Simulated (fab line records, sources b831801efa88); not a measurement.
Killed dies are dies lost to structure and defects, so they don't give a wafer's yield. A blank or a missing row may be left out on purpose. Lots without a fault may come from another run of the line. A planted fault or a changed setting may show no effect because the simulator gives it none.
Which tool did it? | flow sky130 | 11 lots, 33 wafers sampled, at 1 step of a route of 708

WHAT THE GAUGES READ, wafer by wafer
SKY_METAL4_CD_MEAS_13: target cd 300 nm.
lot  | measured     | on        | cd_nm (nm)
L980 | day 42 14:44 | cd_sem-02 | 300.7 299.6 299.8
L984 | day 43 10:46 | cd_sem-01 | 299.7 300.6 301.3
L985 | day 43 16:40 | cd_sem-01 | 299.5 299.4 299.4
L986 | day 44 03:55 | cd_sem-01 | 297.7 299.0 300.3
L989 | day 45 01:17 | cd_sem-01 | 300.2 298.1 299.1
L991 | day 45 11:56 | cd_sem-01 | 299.3 299.9 298.9
L993 | day 45 20:14 | cd_sem-02 | 301.5 301.9 300.7
L996 | day 46 15:45 | cd_sem-01 | 298.9 297.9 297.4
L997 | day 46 19:06 | cd_sem-01 | 299.8 300.1 299.0
L100 | day 47 12:56 | cd_sem-02 | 298.8 298.2 297.7
L102 | day 48 05:24 | cd_sem-02 | 300.4 300.9 300.4

WHICH TOOL RAN EACH LOT (tool, then ch and the chambers of the sampled wafers, then the start)
The record holds no process step before these readings.

THE ANSWER, worked out from the rows above alone
Rule: what is usual is taken from the lots themselves. Put in order of their means at a reading, lots are off if they are a third of the lots or fewer, leave a main group of 4 or more, and stand apart from it by a gap of 3 or more times the standard deviation of the main group's means; of several such gaps the widest counts. A main group whose means are all the same, to the digits that the tables above print for the reading, isn't used. A lot without any number at a reading at which 4 lots or more have one is off too. The other lots that the step has rows for count as sound.
No lot is off at any reading shown: from this, nothing can be told.

WHAT THE SIMULATOR HAD PUT IN
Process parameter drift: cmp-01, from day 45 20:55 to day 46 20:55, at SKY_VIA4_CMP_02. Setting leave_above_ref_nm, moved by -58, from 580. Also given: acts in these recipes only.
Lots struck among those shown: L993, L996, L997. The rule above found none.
